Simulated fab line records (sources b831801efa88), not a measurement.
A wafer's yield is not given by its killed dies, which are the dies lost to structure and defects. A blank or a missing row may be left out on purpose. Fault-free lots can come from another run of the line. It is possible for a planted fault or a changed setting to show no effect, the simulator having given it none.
Problem report in the 8D (eight disciplines) form, filled by code || flow sky130 || the parts of the form that need people (team, actions taken, sign-off) are left out

1. THE ISSUE
VIA2_HDPCVD_THK at SKY_VIA2_THK_MEAS_01 reads a mean of 1422 nm on 1 wafer of 1 lot; wafers without a fault read 1178 nm with a standard deviation of 12. That is +20 standard deviations from the usual mean.
Seen first at day 39 09:58 on filmMetro-03, wafer L100.4. The record holds 37 wafers of 13 lots with a number at this step. The rule behind "out" and "out of limits": a value lying over 4 standard deviations away from the usual mean. All remaining wafers that have a number are taken as sound.

2. WHAT IT IS; WHAT IT IS NOT
{"question": "which readings at this step", "is": "VIA2_HDPCVD_THK", "is not": "-"}
{"question": "which lots", "is": "L100", "is not": "L104, L105, L106, L108, L110, L987, L988, L989, L990, L991, L992, L995"}
{"question": "which wafers of those lots", "is": "all that have a number", "is not": "-"}
{"question": "read on which gauges", "is": "filmMetro-03", "is not": "filmMetro-02, filmMetro-04"}
{"question": "when", "is": "from day 39 09:58", "is not": "up to then (21 sound wafers); but 15 sound wafers of L104, L105, L106, L108, L110 came after"}

3. THE SUSPECTS, EACH WITH WHAT RULES IT OUT
Counting: a tool at any process step up to the reading remains a suspect when it ran all the lots that are out and ran no sound lot after the first of those.
- the gauge at SKY_VIA2_THK_MEAS_01 is ruled out. All the wafers that are out were read on filmMetro-03, but those of them that SKY_VIA2_HDPCVD_00 has rows for are out there too, on other tools.
- hdpcvd-01 at SKY_VIA2_HDPCVD_00 (deposits SiO2, target thk 1180 nm, time 196.7 s): kept. It ran the lot that is out, L100 (day 39 09:53), and no sound lot after that; its last sound lot up to then is L995 (day 37 22:04). Its own sih4FlowSccm readings are out on those wafers.
Left after counting: hdpcvd-01 at SKY_VIA2_HDPCVD_00.

4. THE CAUSE (what the simulator had put in)
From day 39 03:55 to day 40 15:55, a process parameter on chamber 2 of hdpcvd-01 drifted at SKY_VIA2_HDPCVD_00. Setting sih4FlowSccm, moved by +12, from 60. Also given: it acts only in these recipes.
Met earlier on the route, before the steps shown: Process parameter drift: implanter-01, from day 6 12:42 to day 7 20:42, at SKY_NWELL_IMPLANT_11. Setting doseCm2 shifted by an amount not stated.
Only this tool survived the counting.

5. THE EFFECT CHAIN, in route order
Each row: a reading whose mean over the struck wafers that have a number lies more than 3 standard deviations from the usual. Readings are gone through only where the record gives a usual standard deviation; hours: the median, over the lots, of the time from a lot's start at the first step in this table giving one to that lot's start at this step; sigmas: the change measured in usual standard deviations.
{"hours": 0, "step": "SKY_VIA2_HDPCVD_00", "reading": "sih4FlowSccm", "usual": "59.99 sccm", "on struck wafers": 71.86, "change": "+11.87", "sigmas": "+74"}
{"hours": 0, "step": "SKY_VIA2_THK_MEAS_01", "reading": "VIA2_HDPCVD_THK", "usual": "1178 nm", "on struck wafers": 1422, "change": "+244", "sigmas": "+20"}
Its process steps:
- SKY_VIA2_HDPCVD_00: deposits SiO2, target thk 1180 nm, time 196.7 s.
Later measuring or inspecting steps at which every struck wafer that the step has a row for has a number for every such reading, and none has moved that far: SKY_VIA2_OVL_MEAS_13.

6. WHAT WOULD HAVE CAUGHT IT SOONER
In this record the first reading out of limits at a measuring or inspecting step was taken at day 39 09:58, 6 hours after the fault began at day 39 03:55.
The tool's own readings at SKY_VIA2_HDPCVD_00 were out on every struck wafer that the step has a row for (sih4FlowSccm): an alarm limit on them would have fired on the first of those.
Each of the lots that are out, 1 in all, had begun SKY_VIA2_HDPCVD_00 on hdpcvd-01 no later than day 39 09:58. Tool hold at that time: it would have spared none of them.
